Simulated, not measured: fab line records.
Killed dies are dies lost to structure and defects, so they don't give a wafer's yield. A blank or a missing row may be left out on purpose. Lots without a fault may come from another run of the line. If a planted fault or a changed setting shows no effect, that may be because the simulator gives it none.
The tool behind it: which one?    flow sky130    21 wafers sampled from 7 lots at 1 step of a route of 708

== WHAT THE GAUGES SHOWED, per wafer ==
SKY_SONOS_ONO_CD_MEAS_13 targets a cd of 410 nm.
lot   measured      on        cdNm (nm)
L732  day 13 10:14  cdSem-01  411.4 410.9 411.7
L739  day 16 02:43  cdSem-02  407.8 408.0 407.7
L741  day 16 10:57  cdSem-01  406.0 407.5 410.1
L745  day 17 17:39  cdSem-01  411.2 408.9 409.1
L748  day 18 20:52  cdSem-02  412.6 414.1 413.8
L750  day 19 12:29  cdSem-01  404.6 405.5 405.8
L752  day 20 10:59  cdSem-02  405.0 404.0 404.2

== EACH LOT AND THE TOOL THAT RAN IT (in order: tool; ch and the chambers of the sampled wafers; start) ==
Record: no process step prior to these readings.

== THE ANSWER, worked out from the rows above alone ==
Rule: the usual values come from the lots themselves. The widest of any qualifying gaps counts: lots, ordered by their means at a reading, are off when they make up no more than a third of the lots, leave a main group of 4 or more, and stand apart from it by 3 or more times the standard deviation of that group's means. A main group whose means are all the same, to the digits that the tables above print for the reading, isn't used. A lot without any number at a reading at which 4 lots or more have one is off too. Any other lot the step has rows for is counted as sound.
No lot is off on any of the readings shown, so nothing can be concluded from this.

== WHAT THE SIMULATOR HAD PUT IN ==
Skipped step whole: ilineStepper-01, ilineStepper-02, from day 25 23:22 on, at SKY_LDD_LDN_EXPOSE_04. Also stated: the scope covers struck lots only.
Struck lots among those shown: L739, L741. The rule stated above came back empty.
